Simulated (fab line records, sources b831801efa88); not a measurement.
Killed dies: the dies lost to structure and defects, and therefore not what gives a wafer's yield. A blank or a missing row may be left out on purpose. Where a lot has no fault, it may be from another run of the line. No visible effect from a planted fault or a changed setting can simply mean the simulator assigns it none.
Matching of chambers || flow sky130 || 4 sister chambers for SKY_VIA3_ETCH_15 on rie_diel-03
The step etches SiO2 in C4F8/O2/Ar, stops on TiN, target depth 507 nm, time 78 s. 4 wafers are shown with their chamber, then 7 later ones without.

## EACH WAFER AND ITS CHAMBER
{"wafer": "L104.2", "chamber": 3, "oes_product_au (a.u.)": 0.945}
{"wafer": "L107.4", "chamber": 0, "oes_product_au (a.u.)": 0.943}
{"wafer": "L108.3", "chamber": 2, "oes_product_au (a.u.)": 0.946}
{"wafer": "L108.5", "chamber": 1, "oes_product_au (a.u.)": 0.946}

## WAFERS WITH NO CHAMBER GIVEN
{"wafer": "L108.6", "oes_product_au (a.u.)": 0.945}
{"wafer": "L112.3", "oes_product_au (a.u.)": 0.946}
{"wafer": "L112.4", "oes_product_au (a.u.)": 0.953}
{"wafer": "L112.6", "oes_product_au (a.u.)": 0.938}
{"wafer": "L118.2", "oes_product_au (a.u.)": 0.948}
{"wafer": "L118.5", "oes_product_au (a.u.)": 0.953}
{"wafer": "L118.6", "oes_product_au (a.u.)": 0.954}

## WHICH CHAMBER EACH WENT THROUGH
{"wafer": "L108.6", "from the rows above": "can't be placed: 3 or 1 or 2 or 0", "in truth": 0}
{"wafer": "L112.3", "from the rows above": "can't be placed: 1 or 2 or 3 or 0", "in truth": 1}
{"wafer": "L112.4", "from the rows above": "can't be placed: 1 or 2 or 3 or 0", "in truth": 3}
{"wafer": "L112.6", "from the rows above": "can't be placed: 0 or 3 or 1 or 2", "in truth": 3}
{"wafer": "L118.2", "from the rows above": "can't be placed: 1 or 2 or 3 or 0", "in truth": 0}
{"wafer": "L118.5", "from the rows above": "can't be placed: 1 or 2 or 3 or 0", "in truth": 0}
{"wafer": "L118.6", "from the rows above": "can't be placed: 1 or 2 or 3 or 0", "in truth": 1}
Placed correctly: 0 of 7. Not placeable from these rows: 7 (in 7, the candidates include the true chamber). Number placed wrongly: 0.
How it was worked out, from the rows above alone: a wafer's distance from a chamber is the root of the sum, over the readings, of the square of ((its reading less the chamber's mean) divided by the reading's scatter). If the next closest chamber is less than 2 further off than the closest, the wafer can't be placed; otherwise it belongs to the closest. The mean given for a chamber averages the wafers shown for that chamber. The scatter: with one shown wafer a chamber, the root of the mean of the squares of how far each hidden wafer lies from its nearest shown one.
